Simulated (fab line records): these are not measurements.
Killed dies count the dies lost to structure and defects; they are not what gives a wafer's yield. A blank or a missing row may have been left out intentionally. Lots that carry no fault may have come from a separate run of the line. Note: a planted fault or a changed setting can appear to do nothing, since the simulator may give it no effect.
A struck lot beside a sound one | flow sky130 | 16 out of 708 route steps
Sound: the wafers L663.2, L663.3, L663.6. Struck: wafers L671.5, L671.6 (left out: L671.4, a lot-mate that was not struck); the cause follows at the end.
Each step with rows lists, per side, the tool, then ch with its chambers, then its first start. Under that, the readings that differ: sound wafers | struck wafers | difference of the means | sigmas: that difference in standard deviations of wafers without a fault.
alike: same words and numbers on both sides, and readings whose means sit less than 2 such deviations apart. not compared: any withheld reading, any reading some wafer has no value for, any bound like >300 that may hide the same value, and any number with overlapping values for which the record gives no deviation.
The two part at a step that has a row with sigmas, a row that says differs or no value, or rows on one side only. Non-overlapping numbers with no deviation appear without sigmas and do not part them. A reading that every wafer of one side lacks parts them only if that side has two wafers or more.

first, 8 steps without rows for these wafers: SKY_METAL1_DEHYDRATE_07 (time 60 s); SKY_METAL1_HMDS_08 (prime time 60 s); SKY_METAL1_COAT_09 (resist thk 60 nm); SKY_METAL1_COAT_10 (resist thk 450 nm); SKY_METAL1_SOFTBAKE_11 (time 90 s); SKY_METAL1_EXPOSE_12 (exposes mask MM1, target cd 140 nm); SKY_METAL1_PEB_13; SKY_METAL1_DEVELOP_14 (develop time 60 s).
SKY_METAL1_CD_MEAS_15: target cd 140 nm.
  sound on cd-sem-02 at day 36 00:31; struck on cd-sem-02 at day 38 02:01
  alike: cd-nm
SKY_METAL1_OVL_MEAS_16:
  sound on overlay-01 at day 36 00:38; struck on overlay-01 at day 38 02:06
  alike: METAL1_OVL
SKY_METAL1_DESCUM_17: chemistry O2, time 8 s.
  sound on rie-metal-03 ch 0,1, day 36 00:40; struck on rie-metal-03 ch 0,1, day 38 02:08
  alike: drypump-motor-current-A, oes-product-au
  not compared: rf-hours-counter-h
SKY_METAL1_ETCH_18: etches BARC in N2/H2, stops on SiO2, time 45.9 s, target depth 60 nm.
  sound on rie-metal-03 ch 0,1, day 36 00:41; struck on rie-metal-03 ch 0,1, day 38 02:11
  alike: drypump-motor-current-A, oes-product-au, throttle-valve-pct
  not compared: rf-hours-counter-h
SKY_METAL1_METAL_ETCH_19: etches the open film in Cl2/BCl3, stops on SiO2, target depth 360 nm, time 78 s.
  sound on rie-metal-03 ch 0,1, day 36 00:45; struck on rie-metal-03 ch 0,1, day 38 02:17
  reading                                       | sound             | struck      | difference | sigmas
  model.KrF-thick_of_METAL1_COAT_10.thk-nm (nm) | 164.3 157.1 160.3 | 61.23 57.49 | -101.21    |
  model.METAL1.cd-nm (nm)                       | 144.2 138.5 139.2 | 125.5 124.9 | -15.4      |
  model.SiO2_of_CONTACT_HDPCVD_02.thk-nm (nm)   | 325.8 326.2 325.9 | 322.3 322.8 | -3.4       |
  alike: drypump-motor-current-A, oes-product-au, throttle-valve-pct
  not compared: rf-hours-counter-h
SKY_METAL1_STRIP_20: strips in O2/N2.
  sound on plasma-asher-03 ch 0,1, day 36 00:50; struck on plasma-asher-03 ch 0,1, day 38 02:24
  reading                      | sound             | struck      | difference | sigmas
  oes-product-au (a.u.)        | 0.342 0.338 0.342 | 0.294 0.286 | -0.051     | -10
  strip-time-to-endpoint-s (s) | 2.78 2.67 2.71    | 1.61 1.56   | -1.13      | -32
  alike: drypump-motor-current-A
  not compared: rf-hours-counter-h
then, 1 step without rows for these wafers: SKY_METAL1_STRIP_21 (strips in post etch residue remover, time 1200 s).
-- the record jumps here: 12 days lie between the struck wafers' starts before and after (it left off in module METAL1 and takes up again in module PAD_OPEN, whose first step shown is number 708 of the route) --
SKY_PAD_OPEN_PROBE_99:
  sound on prober-01 at day 48 03:46; struck on prober-01 at day 49 17:53
  reading                        | sound              | struck      | difference | sigmas
  model.etest.met1.width-nm (nm) | 145.5 137.2 139.2  | 125.8 121.3 | -17.1      |
  model.etest.met1.line-ohm-um   | 0.89 0.9322 0.9268 | 1.022 1.055 | +0.122     |
  alike: defect-limited-yield, killed_at_M0_to_M3, killed_at_M4_up, killed-at-contacts, killed-at-front-end, killed-at-other, killed-dies, killed-open, killed-short, sort_bin_3_pad_short, sort_bin_5_function, sort_bin_6_memory, sort-n-pass, sort-yield-pct

WHERE THEY PART
At SKY_METAL1_STRIP_20 and nowhere else, as far as this record goes. Later steps at which nothing parts them and some readings are alike: SKY_PAD_OPEN_PROBE_99.

WHY: whatever the simulator had introduced
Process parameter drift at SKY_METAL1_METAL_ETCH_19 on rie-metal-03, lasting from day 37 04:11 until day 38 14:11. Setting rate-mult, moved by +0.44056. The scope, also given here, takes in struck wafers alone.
